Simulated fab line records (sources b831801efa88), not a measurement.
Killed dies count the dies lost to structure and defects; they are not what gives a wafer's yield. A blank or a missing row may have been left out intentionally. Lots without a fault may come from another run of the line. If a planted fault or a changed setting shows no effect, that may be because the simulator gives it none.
fab line records ; flow sky130
record: lots: 7; wafers: 21; last_day: 50
route steps=708 shown POLY_GATE@219 PAD_OPEN@708
lots that met no fault: taken from a fault-free run of the same line
start_h: the number of hours between the record's first day and the start of the first shown wafer of the lot ; wait_h: how many hours have passed since the lot's step before this one ; " the same as in the row above ; L1.1+2: a row that stands for several wafers ; - no value, or no start given ; * or withheld: withheld ; < > ~ a bound
route shown NAME@n: a module of which the file shows steps, and the number in the route of the first ; usual: the fault-free wafers' mean and standard deviation ; same: alike in all rows ; chamber/n: place in a boat ; sites: readings site by site ; _std_site: the standard deviation of these ; _edge_site: inner sites' mean taken away from outer sites' mean ; radius_mm: how far each site lies from the wafer's centre ; mask NAME#n: copy n ; behind: the most recent tool/chamber to have shaped the wafer ; hold: what put the lot on hold/how long, in hours/how the hold closed ; device: names the non-switching transistor (n, p or np) ; end of line: at the end of the route, the tests of the same wafers ; step lacking rows: just its recipe ; killed: the dies lost at the first sort to structure and to defects; this is not the yield of the wafer ; map: per-die view of a wafer (x killed, . not killed, _ where there is no die)
set.NAME: the setting that was run; set.NAME@STEP: the one run at that earlier step ; model.NAME: the simulator's own value behind a step, which no gauge read
certain route steps with their lots: each step a table, each wafer a row
services: a tool's chamber out of use, with start hour (start_h, from the record's first day; less than 0 if before it), hours out, and reason
== steps ==
step: SKY_POLY_GATE_DEHYDRATE_05
recipe: temp_c: 200; time_s: 60
step: SKY_POLY_GATE_HMDS_06
recipe: prime_time_s: 60; prime_temp_c: 120
step: SKY_POLY_GATE_COAT_07
recipe: resist: BARC; temp_c: withheld; time_s: withheld; spin_rpm: 3000; resist_thk_nm: 110
step: SKY_POLY_GATE_COAT_08
recipe: resist: KrF-thick; spin_rpm: 3000; resist_thk_nm: 450
step: SKY_POLY_GATE_SOFTBAKE_09
recipe: temp_c: 100; time_s: 90; resist: KrF-thick
step: SKY_POLY_GATE_EXPOSE_10
recipe: mask_id: P1M; na: 0.68; source_shape: conventional; sigma_outer: 0.6; target_cd_nm: 150; dose_mj: 28
step: SKY_POLY_GATE_PEB_11
recipe: peb_temp_c: withheld; peb_time_s: withheld; resist: KrF-thick
step: SKY_POLY_GATE_DEVELOP_12
recipe: develop_time_s: 60; resist: KrF-thick; dev_temp_c: 21
step: SKY_POLY_GATE_CD_MEAS_13
recipe: target_cd_nm: 150
usual: cd_nm: 150.1/1.2
lot.wafer;tool;chamber;start_h;wait_h;cd_nm
L743.1;cd_sem-02;-;400.67;-;148.7
L743.4;cd_sem-02;-;400.67;-;148.8
L743.5;cd_sem-02;-;400.67;-;149.6
L750.3;cd_sem-01;-;488.05;-;151.8
L750.4;cd_sem-01;-;488.05;-;150.6
L750.6;cd_sem-01;-;488.05;-;151.4
L751.2;cd_sem-02;-;488.23;-;147.7
L751.3;cd_sem-02;-;488.23;-;149.2
L751.6;cd_sem-02;-;488.23;-;149.1
L749.2;cd_sem-01;-;488.38;-;149.1
L749.3;cd_sem-01;-;488.38;-;150.8
L749.6;cd_sem-01;-;488.38;-;149.9
L753.2;cd_sem-01;-;491.21;-;151.7
L753.5;cd_sem-01;-;491.21;-;151.7
L753.6;cd_sem-01;-;491.21;-;151.2
L759.3;cd_sem-02;-;533.85;-;149.6
L759.5;cd_sem-02;-;533.85;-;149.9
L759.6;cd_sem-02;-;533.85;-;149.2
L761.1;cd_sem-02;-;553.82;-;149.6
L761.2;cd_sem-02;-;553.82;-;148.8
L761.6;cd_sem-02;-;553.82;-;148.1
step: SKY_POLY_GATE_OVL_MEAS_14
usual: POLY_GATE_OVL: -2/6.5
lot.wafer;tool;chamber;start_h;wait_h;POLY_GATE_OVL[nm]
L743.1;overlay-02;-;400.79;0.1;-1
L743.4;overlay-02;-;400.79;0.1;-1
L743.5;overlay-02;-;400.79;0.1;-5
L750.3;overlay-02;-;488.14;0.1;2
L750.4;overlay-02;-;488.14;0.1;-6
L750.6;overlay-02;-;488.14;0.1;-4
L751.2;overlay-01;-;488.33;0.1;-5
L751.3;overlay-01;-;488.33;0.1;-5
L751.6;overlay-01;-;488.33;0.1;-5
L749.2;overlay-02;-;488.48;0.1;0
L749.3;overlay-02;-;488.48;0.1;1
L749.6;overlay-02;-;488.48;0.1;1
L753.2;overlay-02;-;491.32;0.1;-6
L753.5;overlay-02;-;491.32;0.1;-10
L753.6;overlay-02;-;491.32;0.1;-12
L759.3;overlay-01;-;533.94;0.1;2
L759.5;overlay-01;-;533.94;0.1;2
L759.6;overlay-01;-;533.94;0.1;-4
L761.1;overlay-02;-;553.94;0.1;-1
L761.2;overlay-02;-;553.94;0.1;-8
L761.6;overlay-02;-;553.94;0.1;-12
step: SKY_POLY_GATE_ETCH_15
recipe: chemistry: N2/H2; target: BARC; ion_energy_ev: 200; source_w: 500; bias_w: 100; pressure_mtorr: 30; n2_flow_sccm: 100; h2_flow_sccm: 200; stop_on: SiO2; time_s: 118.5; target_depth_a: 1100
usual: bias_w: 100.0/0.32; chamber_pressure_mTorr: 29.998/0.029; drypump_motor_current_A: 5.8/0.45; oes_product_au: 0.716/0.0048; throttle_valve_pct: 13.213/0.0092
same: time_s: 118.5
lot.wafer;tool;chamber;start_h;wait_h;bias_w;chamber_pressure_mTorr;drypump_motor_current_A;oes_product_au;rf_hours_counter_h;throttle_valve_pct
L743.1;rie_diel-01;1;400.82;0.0;100.0;29.998;5.4;0.720;74;13.211
L743.4;rie_diel-01;3;400.82;0.0;99.8;29.998;6.0;0.716;73;13.225
L743.5;rie_diel-01;0;400.82;0.0;100.2;30.019;6.1;0.714;-;13.202
L750.3;rie_diel-02;2;488.16;0.0;99.6;30.010;6.0;0.717;3;13.215
L750.4;rie_diel-02;3;488.16;0.0;99.7;30.004;5.9;0.713;1;13.190
L750.6;rie_diel-02;3;488.16;0.0;100.0;30.008;5.9;0.716;-;13.222
L751.2;rie_diel-01;0;488.36;0.0;100.0;29.993;6.1;0.718;15;13.211
L751.3;rie_diel-01;3;488.36;0.0;99.5;30.019;6.0;0.721;74;13.221
L751.6;rie_diel-01;0;488.36;0.0;100.0;30.004;6.1;0.715;-;13.217
L749.2;rie_diel-03;2;488.51;0.0;100.4;29.967;5.6;0.722;5;13.224
L749.3;rie_diel-03;1;488.51;0.0;100.6;30.004;5.4;0.716;3;13.211
L749.6;rie_diel-03;3;488.51;0.0;99.6;30.008;6.3;0.712;-;13.209
L753.2;rie_diel-02;0;491.35;0.0;99.9;30.036;6.2;0.715;3;13.209
L753.5;rie_diel-02;3;491.35;0.0;100.1;30.005;5.9;0.713;-;13.212
L753.6;rie_diel-02;0;491.35;0.0;99.8;30.012;6.3;0.718;-;13.222
L759.3;rie_diel-02;1;533.96;0.0;100.4;29.949;4.8;0.716;73;13.213
L759.5;rie_diel-02;0;533.96;0.0;100.1;30.003;6.3;0.718;-;13.228
L759.6;rie_diel-02;3;533.96;0.0;100.1;30.057;5.9;0.709;-;13.216
L761.1;rie_diel-01;3;553.97;0.0;100.1;29.983;6.0;0.716;75;13.215
L761.2;rie_diel-01;1;553.97;0.0;99.9;29.988;5.4;0.719;78;13.209
L761.6;rie_diel-01;2;553.97;0.0;100.5;30.008;5.7;0.713;-;13.199
step: SKY_POLY_GATE_ETCH_16
recipe: stop_on: poly-Si; chemistry: CH3F/O2; target: Si3N4; source_w: 400; bias_w: 80; pressure_mtorr: 25; ch3f_flow_sccm: 40; O2_flow_sccm: 30; time_s: 147.5; target_depth_a: 750
usual: O2_flow_sccm: 30.02/0.087; bias_w: 80.01/0.24; drypump_motor_current_A: 5.8/0.45; oes_product_au: 0.639/0.0056; throttle_valve_pct: 10.535/0.0089
same: time_s: 147.5
lot.wafer;tool;chamber;start_h;wait_h;O2_flow_sccm;bias_w;drypump_motor_current_A;oes_product_au;rf_hours_counter_h;throttle_valve_pct
L743.1;rie_diel-01;1;400.91;0.0;30.08;79.76;5.4;0.635;74;10.544
L743.4;rie_diel-01;3;400.91;0.0;30.01;80.39;6.0;0.638;73;10.531
L743.5;rie_diel-01;0;400.91;0.0;29.98;79.97;6.1;0.631;-;10.541
L750.3;rie_diel-02;2;488.24;0.0;29.96;79.77;6.0;0.641;3;10.524
L750.4;rie_diel-02;3;488.24;0.0;30.13;79.99;5.9;0.642;1;10.534
L750.6;rie_diel-02;3;488.24;0.0;30.02;80.08;5.9;0.650;-;10.548
L751.2;rie_diel-01;0;488.45;0.0;29.94;80.11;6.1;0.633;15;10.546
L751.3;rie_diel-01;3;488.45;0.0;29.95;79.69;6.0;0.631;74;10.534
L751.6;rie_diel-01;0;488.45;0.0;29.86;79.77;6.1;0.636;-;10.543
L749.2;rie_diel-03;2;488.59;0.0;29.97;79.82;5.6;0.636;5;10.539
L749.3;rie_diel-03;1;488.59;0.0;30.28;80.65;5.4;0.640;3;10.535
L749.6;rie_diel-03;3;488.59;0.0;30.08;80.22;6.4;0.636;-;10.516
L753.2;rie_diel-02;0;491.43;0.0;30.10;80.00;6.3;0.633;3;10.538
L753.5;rie_diel-02;3;491.43;0.0;29.97;80.11;5.9;0.630;-;10.530
L753.6;rie_diel-02;0;491.43;0.0;30.07;80.20;6.3;0.640;-;10.524
L759.3;rie_diel-02;1;534.05;0.0;29.88;80.33;4.8;0.636;73;10.536
L759.5;rie_diel-02;0;534.05;0.0;30.02;79.88;6.3;0.645;-;10.532
L759.6;rie_diel-02;3;534.05;0.0;30.03;79.86;5.9;0.643;-;10.550
L761.1;rie_diel-01;3;554.06;0.0;29.90;79.59;6.0;0.642;75;10.539
L761.2;rie_diel-01;1;554.06;0.0;30.17;80.06;5.4;0.634;78;10.560
L761.6;rie_diel-01;2;554.06;0.0;30.23;79.55;5.6;0.642;-;10.547
step: SKY_POLY_GATE_ETCH_17
recipe: target_depth_nm: 180; stop_on: SiO2; over_etch_frac: 0.56667; chemistry: HBr/Cl2; target: poly-Si; icp_w: 400; bias_w: 100; pressure_mtorr: 10; HBr_flow_sccm: 150; Cl2_flow_sccm: 50; time_s: 70.5
usual: HBr_flow_sccm: 150.0/0.45; bias_w: 100.0/0.33; drypump_motor_current_A: 5.4/0.54; oes_product_au: 0.986/0.0075; over_etch_frac: 0.56667/0; throttle_valve_pct: 33.685/0.0093; time_s: 70.5/0
lot.wafer;tool;chamber;start_h;wait_h;HBr_flow_sccm;bias_w;drypump_motor_current_A;oes_product_au;over_etch_frac;rf_hours_counter_h;throttle_valve_pct;time_s;model.KrF-thick_of_POLY_GATE_COAT_08.thk_nm
L743.1;rie_si-01;3;401.01;0.0;150.4;100.4;6.2;0.973;0.56667;5;33.679;70.5;141.4
L743.4;rie_si-01;3;401.01;0.0;150.1;100.5;6.2;0.969;0.56667;-;33.688;70.5;142.6
L743.5;rie_si-01;1;401.01;0.0;150.1;99.6;4.8;0.978;0.56667;-;33.682;70.5;140.7
L750.3;rie_si-02;3;488.34;0.0;149.3;100.1;5.4;0.992;0.56667;1;33.680;70.5;139.9
L750.4;rie_si-02;2;488.34;0.0;150.1;99.7;4.9;1.000;0.56667;6;33.693;70.5;137.5
L750.6;rie_si-02;1;488.34;0.0;150.5;99.7;6.0;0.993;0.56667;-;33.699;70.5;138.2
L751.2;rie_si-01;3;488.55;0.0;-;-;-;-;-;-;-;-;235.8
L751.3;rie_si-01;1;488.55;0.0;-;-;-;-;-;-;-;-;236
L751.6;rie_si-01;2;488.55;0.0;-;-;-;-;-;-;-;-;233.9
L749.2;rie_si-02;2;488.69;0.0;-;-;-;-;-;-;-;-;232.6
L749.3;rie_si-02;0;488.69;0.0;-;-;-;-;-;-;-;-;233.9
L749.6;rie_si-02;2;488.69;0.0;-;-;-;-;-;-;-;-;231.1
L753.2;rie_si-01;1;491.53;0.0;-;-;-;-;-;-;-;-;228.5
L753.5;rie_si-01;2;491.53;0.0;-;-;-;-;-;-;-;-;236
L753.6;rie_si-01;1;491.53;0.0;-;-;-;-;-;-;-;-;228.7
L759.3;rie_si-02;1;534.15;0.0;150.2;99.8;6.0;1.000;0.56667;2;33.688;70.5;141.2
L759.5;rie_si-02;2;534.15;0.0;150.1;99.6;4.9;0.991;0.56667;-;33.663;70.5;136
L759.6;rie_si-02;1;534.15;0.0;149.6;99.8;6.0;0.992;0.56667;-;33.697;70.5;138.7
L761.1;rie_si-02;3;554.16;0.0;150.0;99.6;5.4;0.986;0.56667;2;33.693;70.5;138.6
L761.2;rie_si-02;1;554.16;0.0;150.1;99.9;6.0;0.992;0.56667;2;33.693;70.5;138.2
L761.6;rie_si-02;3;554.16;0.0;149.7;99.7;5.3;0.983;0.56667;-;33.686;70.5;134.9
step: SKY_POLY_GATE_STRIP_18
recipe: chemistry: O2/N2; power_w: 1400; pressure_mtorr: 1500; platen_temp_c: withheld; o2_flow_sccm: 3000; n2_flow_sccm: 300; overash_fraction: 0.5
usual: drypump_motor_current_A: 5.9/0.34; oes_product_au: 0.360/0.004; strip_time_to_endpoint_s: 3.16/0.039
lot.wafer;tool;chamber;start_h;wait_h;drypump_motor_current_A;oes_product_au;rf_hours_counter_h;strip_time_to_endpoint_s
L743.1;plasma_asher-02;1;401.06;0.0;6.2;0.353;57;3.18
L743.4;plasma_asher-02;1;401.06;0.0;6.2;0.365;-;3.18
L743.5;plasma_asher-02;1;401.06;0.0;6.2;0.362;-;3.16
L750.3;plasma_asher-03;0;488.43;0.1;5.4;0.357;-;3.16
L750.4;plasma_asher-03;1;488.43;0.1;6.2;0.359;-;3.14
L750.6;plasma_asher-03;0;488.43;0.1;5.4;0.362;-;3.15
L751.2;plasma_asher-03;0;488.60;0.0;5.4;0.406;81;4.22
L751.3;plasma_asher-03;1;488.60;0.0;6.1;0.403;-;4.21
L751.6;plasma_asher-03;0;488.60;0.0;5.4;0.407;-;4.21
L749.2;plasma_asher-03;0;488.75;0.0;5.4;0.406;81;4.17
L749.3;plasma_asher-03;0;488.75;0.0;5.4;0.404;-;4.19
L749.6;plasma_asher-03;1;488.75;0.0;6.1;0.400;-;4.16
L753.2;plasma_asher-03;1;491.58;0.0;6.1;0.402;82;4.13
L753.5;plasma_asher-03;1;491.58;0.0;6.1;0.403;-;4.19
L753.6;plasma_asher-03;0;491.58;0.0;5.4;0.397;-;4.14
L759.3;plasma_asher-03;1;534.23;0.1;6.1;0.361;-;3.17
L759.5;plasma_asher-03;0;534.23;0.1;5.4;0.361;-;3.11
L759.6;plasma_asher-03;1;534.23;0.1;6.1;0.365;-;3.14
L761.1;plasma_asher-03;0;554.21;0.0;5.4;0.360;89;3.15
L761.2;plasma_asher-03;1;554.21;0.0;6.1;0.359;89;3.14
L761.6;plasma_asher-03;0;554.21;0.0;5.4;0.360;-;3.11
step: SKY_POLY_GATE_CLEAN_19
recipe: chemistry: SC1/SC2; mix: 1:4:20; temp_c: 70; time_s: 150; dry: n2_spin
step: SKY_PAD_OPEN_PROBE_99
usual: killed_at_M0_to_M3: 43/6.5; killed_at_M4_up: 3/1.7; killed_at_contacts: 25/5.1; killed_at_front_end: 15/3.8; killed_at_other: 0.2/0.45; killed_dies: 86/8.8; killed_on_rim: 17/4; killed_open: 47/6.7; killed_short: 39/6
same: gross_dies: 492; killed_at_back_side: 0
lot.wafer;tool;chamber;start_h;wait_h;killed_at_M0_to_M3;killed_at_M4_up;killed_at_contacts;killed_at_front_end;killed_at_other;killed_dies;killed_on_rim;killed_open;killed_short
L750.3;prober-01;-;1155.09;0.2;46;5;39;17;2;109;25;63;46
L750.4;prober-01;-;1155.14;0.2;50;3;26;14;0;93;17;53;40
L750.6;prober-01;-;1155.24;0.2;44;7;31;11;1;94;26;52;42
L749.2;prober-02;-;1155.21;0.1;53;5;25;409;0;492;96;54;46
L749.3;prober-02;-;1155.26;0.2;38;5;20;429;0;492;96;42;38
L749.6;prober-02;-;1155.41;0.2;50;1;27;414;0;492;96;52;39
L751.2;prober-01;-;1159.39;0.1;44;6;22;419;1;492;96;36;49
L751.3;prober-01;-;1159.44;0.2;40;3;19;429;1;492;96;46;39
L751.6;prober-01;-;1159.59;0.2;32;3;13;444;0;492;96;32;33
L753.2;prober-02;-;1159.72;0.1;42;3;24;423;0;492;96;50;38
L753.5;prober-02;-;1159.87;0.2;41;1;31;419;0;492;96;58;31
L753.6;prober-02;-;1159.92;0.2;41;8;20;423;0;492;96;48;39
L759.3;prober-01;-;1184.58;0.2;49;0;36;17;0;102;20;56;46
L759.5;prober-01;-;1184.68;0.2;40;2;31;13;0;86;15;48;38
L759.6;prober-01;-;1184.73;0.2;37;4;22;15;0;78;15;38;40
L761.1;prober-01;-;1191.07;0.1;46;5;28;17;0;96;18;58;38
L761.2;prober-01;-;1191.12;0.1;35;5;32;11;0;83;19;44;39
L761.6;prober-01;-;1191.32;0.2;40;1;28;14;0;83;18;47;36
killed by level:class
L750.3 CONTACT:geometric_particle:open=17 VIA1:geometric_particle:open=11 VIA3:geometric_particle:open=10 LI_CONTACT:geometric_particle:open=9 LOCAL_INTERCONNECT:geometric_particle:short=7 METAL1:geometric_particle:short=6 METAL2:geometric_particle:short=6 FIELD_ISO:geometric_particle:short=5
L750.4 VIA1:geometric_particle:open=14 CONTACT:geometric_particle:open=10 VIA1:geometric_particle:short=8 VIA3:geometric_particle:open=8 LOCAL_INTERCONNECT:geometric_particle:short=5 POLY_GATE:geometric_particle:open=4 CONTACT:geometric_particle:short=4 METAL1:geometric_particle:short=4
L749.2 POLY_GATE:area_etch=392 VIA1:geometric_particle:open=12 VIA3:geometric_particle:open=9 CONTACT:geometric_particle:open=8 VIA2:geometric_particle:open=7 METAL2:geometric_particle:short=6 FIELD_ISO:geometric_particle:short=5 LI_CONTACT:geometric_particle:open=5
L750.6 VIA1:geometric_particle:open=14 CONTACT:geometric_particle:open=8 VIA2:geometric_particle:open=8 LI_CONTACT:geometric_particle:open=7 CONTACT:geometric_particle:short=6 LOCAL_INTERCONNECT:geometric_particle:short=5 METAL4:geometric_particle:short=5 VIA1:geometric_particle:short=4
L749.3 POLY_GATE:area_etch=412 VIA1:geometric_particle:open=10 CONTACT:geometric_particle:open=9 METAL1:geometric_particle:short=9 LI_CONTACT:geometric_particle:open=6 METAL2:geometric_particle:short=6 METAL4:geometric_particle:short=5 VIA2:geometric_particle:open=4
L749.6 POLY_GATE:area_etch=401 VIA1:geometric_particle:open=14 LI_CONTACT:geometric_particle:open=8 VIA3:geometric_particle:open=8 LOCAL_INTERCONNECT:geometric_particle:short=6 CONTACT:geometric_particle:open=6 VIA3:geometric_particle:short=6 METAL1:geometric_particle:short=5
L751.2 POLY_GATE:area_etch=407 VIA1:geometric_particle:open=9 CONTACT:geometric_particle:short=6 METAL2:geometric_particle:short=6 VIA3:geometric_particle:short=6 FIELD_ISO:geometric_particle:short=5 LOCAL_INTERCONNECT:geometric_particle:short=5 CONTACT:geometric_particle:open=5
L751.3 POLY_GATE:area_etch=407 VIA1:geometric_particle:open=12 FIELD_ISO:geometric_particle:short=9 CONTACT:geometric_particle:open=7 VIA3:geometric_particle:open=7 POLY_GATE:geometric_particle:short=6 VIA2:geometric_particle:open=6 METAL2:geometric_particle:short=6
L751.6 POLY_GATE:area_etch=427 VIA3:geometric_particle:open=9 METAL2:geometric_particle:short=6 CONTACT:geometric_particle:open=5 VIA1:geometric_particle:open=5 FIELD_ISO:geometric_particle:short=4 POLY_GATE:geometric_particle:short=4 CONTACT:geometric_particle:short=4
L753.2 POLY_GATE:area_etch=404 VIA1:geometric_particle:open=14 FIELD_ISO:geometric_particle:short=7 LI_CONTACT:geometric_particle:open=7 CONTACT:geometric_particle:open=7 LOCAL_INTERCONNECT:geometric_particle:short=6 VIA2:geometric_particle:open=6 VIA3:geometric_particle:open=5
L753.5 POLY_GATE:area_etch=403 CONTACT:geometric_particle:open=16 LI_CONTACT:geometric_particle:open=7 VIA3:geometric_particle:open=7 VIA2:geometric_particle:open=7 FIELD_ISO:geometric_particle:open=6 METAL2:geometric_particle:short=6 FIELD_ISO:geometric_particle:short=5
L753.6 POLY_GATE:area_etch=405 FIELD_ISO:geometric_particle:open=8 LI_CONTACT:geometric_particle:open=8 METAL2:geometric_particle:short=8 VIA2:geometric_particle:open=8 FIELD_ISO:geometric_particle:short=5 CONTACT:geometric_particle:open=5 VIA3:geometric_particle:open=5
L759.3 LI_CONTACT:geometric_particle:open=12 VIA3:geometric_particle:open=12 VIA1:geometric_particle:open=11 METAL1:geometric_particle:short=7 CONTACT:geometric_particle:short=7 CONTACT:geometric_particle:open=7 LOCAL_INTERCONNECT:geometric_particle:short=6 FIELD_ISO:geometric_particle:open=5
L759.5 CONTACT:geometric_particle:open=13 LI_CONTACT:geometric_particle:open=10 METAL2:geometric_particle:short=8 VIA1:geometric_particle:open=6 VIA2:geometric_particle:open=5 VIA3:geometric_particle:short=5 VIA3:geometric_particle:open=5 POLY_GATE:geometric_particle:short=4
L759.6 VIA1:geometric_particle:open=12 CONTACT:geometric_particle:open=8 METAL1:geometric_particle:short=8 FIELD_ISO:geometric_particle:short=6 LI_CONTACT:geometric_particle:open=5 LOCAL_INTERCONNECT:geometric_particle:short=5 VIA1:geometric_particle:short=5 FIELD_ISO:geometric_particle:open=3
L761.1 CONTACT:geometric_particle:open=12 VIA3:geometric_particle:open=9 LI_CONTACT:geometric_particle:open=8 VIA2:geometric_particle:open=8 FIELD_ISO:geometric_particle:open=7 METAL1:geometric_particle:short=7 METAL2:geometric_particle:short=6 POLY_GATE:geometric_particle:open=5
L761.2 CONTACT:geometric_particle:open=11 VIA1:geometric_particle:open=11 LI_CONTACT:geometric_particle:open=8 VIA2:geometric_particle:open=6 LI_CONTACT:geometric_particle:short=5 METAL4:geometric_particle:short=5 FIELD_ISO:geometric_particle:short=4 CONTACT:geometric_particle:short=4
L761.6 LI_CONTACT:geometric_particle:open=11 METAL1:geometric_particle:short=8 CONTACT:geometric_particle:short=7 VIA1:geometric_particle:open=7 VIA2:geometric_particle:open=6 POLY_GATE:geometric_particle:open=5 CONTACT:geometric_particle:open=5 METAL2:geometric_particle:short=4
map L749.2 (x killed, . not)
__________xxxxxxxxxx_________
________xxxxxxxxxxxxxx_______
______xxxxxxxxxxxxxxxxxx_____
_____xxxxxxxxxxxxxxxxxxxx____
____xxxxxxxxxxxxxxxxxxxxxx___
___xxxxxxxxxxxxxxxxxxxxxxxx__
__xxxxxxxxxxxxxxxxxxxxxxxxxx_
_xxxxxxxxxxxxxxxxxxxxxxxxxxxx
_xxxxxxxxxxxxxxxxxxxxxxxxxxxx
_xxxxxxxxxxxxxxxxxxxxxxxxxxxx
_xxxxxxxxxxxxxxxxxxxxxxxxxxxx
_xxxxxxxxxxxxxxxxxxxxxxxxxxxx
_xxxxxxxxxxxxxxxxxxxxxxxxxxxx
_xxxxxxxxxxxxxxxxxxxxxxxxxxxx
_xxxxxxxxxxxxxxxxxxxxxxxxxxxx
__xxxxxxxxxxxxxxxxxxxxxxxxxx_
___xxxxxxxxxxxxxxxxxxxxxxxx__
____xxxxxxxxxxxxxxxxxxxxxx___
_____xxxxxxxxxxxxxxxxxxxx____
______xxxxxxxxxxxxxxxxxx_____
________xxxxxxxxxxxxxx_______
__________xxxxxxxxxx_________
map L751.2 (x killed, . not)
__________xxxxxxxxxx_________
________xxxxxxxxxxxxxx_______
______xxxxxxxxxxxxxxxxxx_____
_____xxxxxxxxxxxxxxxxxxxx____
____xxxxxxxxxxxxxxxxxxxxxx___
___xxxxxxxxxxxxxxxxxxxxxxxx__
__xxxxxxxxxxxxxxxxxxxxxxxxxx_
_xxxxxxxxxxxxxxxxxxxxxxxxxxxx
_xxxxxxxxxxxxxxxxxxxxxxxxxxxx
_xxxxxxxxxxxxxxxxxxxxxxxxxxxx
_xxxxxxxxxxxxxxxxxxxxxxxxxxxx
_xxxxxxxxxxxxxxxxxxxxxxxxxxxx
_xxxxxxxxxxxxxxxxxxxxxxxxxxxx
_xxxxxxxxxxxxxxxxxxxxxxxxxxxx
_xxxxxxxxxxxxxxxxxxxxxxxxxxxx
__xxxxxxxxxxxxxxxxxxxxxxxxxx_
___xxxxxxxxxxxxxxxxxxxxxxxx__
____xxxxxxxxxxxxxxxxxxxxxx___
_____xxxxxxxxxxxxxxxxxxxx____
______xxxxxxxxxxxxxxxxxx_____
________xxxxxxxxxxxxxx_______
__________xxxxxxxxxx_________
== services ==
tool;chamber;start_h;hours;kind
rie_si-01;2;377.76;-;clean
rie_si-01;2;377.76;24.8;scheduled_down
rie_si-01;2;377.76;24.8;vent_cycle
plasma_asher-03;-;381.68;2.9;repair
rie_si-01;-;390.71;2.8;pm
rie_diel-01;-;392.88;0.9;repair
rie_diel-01;0;393.60;6.6;repair
rie_diel-02;3;398.16;-;clean
rie_diel-02;3;398.16;33.2;scheduled_down
rie_diel-02;3;398.16;33.2;vent_cycle
rie_si-01;3;417.65;1.5;repair
rie_diel-01;0;431.86;1.2;repair
rie_si-02;-;434.63;2.8;pm
rie_diel-03;3;437.32;4.1;repair
rie_diel-01;3;439.76;9.4;repair
rie_si-02;2;451.72;1.8;repair
rie_diel-01;-;470.90;0.7;repair
plasma_asher-03;-;474.02;2.8;pm
plasma_asher-02;-;480.62;32.9;repair
rie_diel-01;2;499.00;3.1;repair
rie_diel-02;3;505.98;13.3;repair
rie_diel-02;-;520.69;0.3;repair
rie_si-01;0;528.71;3.8;repair
rie_diel-03;3;542.32;1.6;repair
== key ==
first_sign: step: SKY_POLY_GATE_ETCH_17; reading: tool_record; direction: missing
effect: step: SKY_POLY_GATE_STRIP_18; reading: strip_time_to_endpoint_s; direction: up; sigmas: 26; usual: *; struck: *
effect: step: SKY_PAD_OPEN_PROBE_99; reading: killed_at_front_end; direction: up; sigmas: 99+; usual: 15; struck: 423
model_effect: step: SKY_POLY_GATE_ETCH_17; value: KrF-thick_of_POLY_GATE_COAT_08.thk_nm; without: 138.7; struck: 232.9
more_kills_born_at: SKY_POLY_GATE_ETCH_17@rie_si-01: 2453; SKY_POLY_GATE_ETCH_17@rie_si-02: 1205
met_at SKY_POLY_GATE_ETCH_17
struck_wafers L749.2,L749.3,L749.6,L751.2,L751.3,L751.6,L753.2,L753.5,L753.6
later_rows_left_out L749.2,L749.3,L749.6,L751.2,L751.3,L751.6,L753.2,L753.5,L753.6
tester_left_out L749,L751,L753
onset_between 488.34 488.55
fault: kind: skipped_step_whole; tool: rie_si-01,rie_si-02; chamber: -; onset_h: 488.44; steps: SKY_POLY_GATE_ETCH_17; scope: struck_lots_only
tester_left_out: of these lots the tester's yield and bins aren't shown, on N5 and GAA mostly nor the transistor test; their killed dies are dies lost to structure and defects alone, not to doping, threshold or leakage, so they don't give the yield
later_rows_left_out: the simulator's readings of these wafers behind a module that went badly wrong aren't trusted and aren't shown, but for the sort
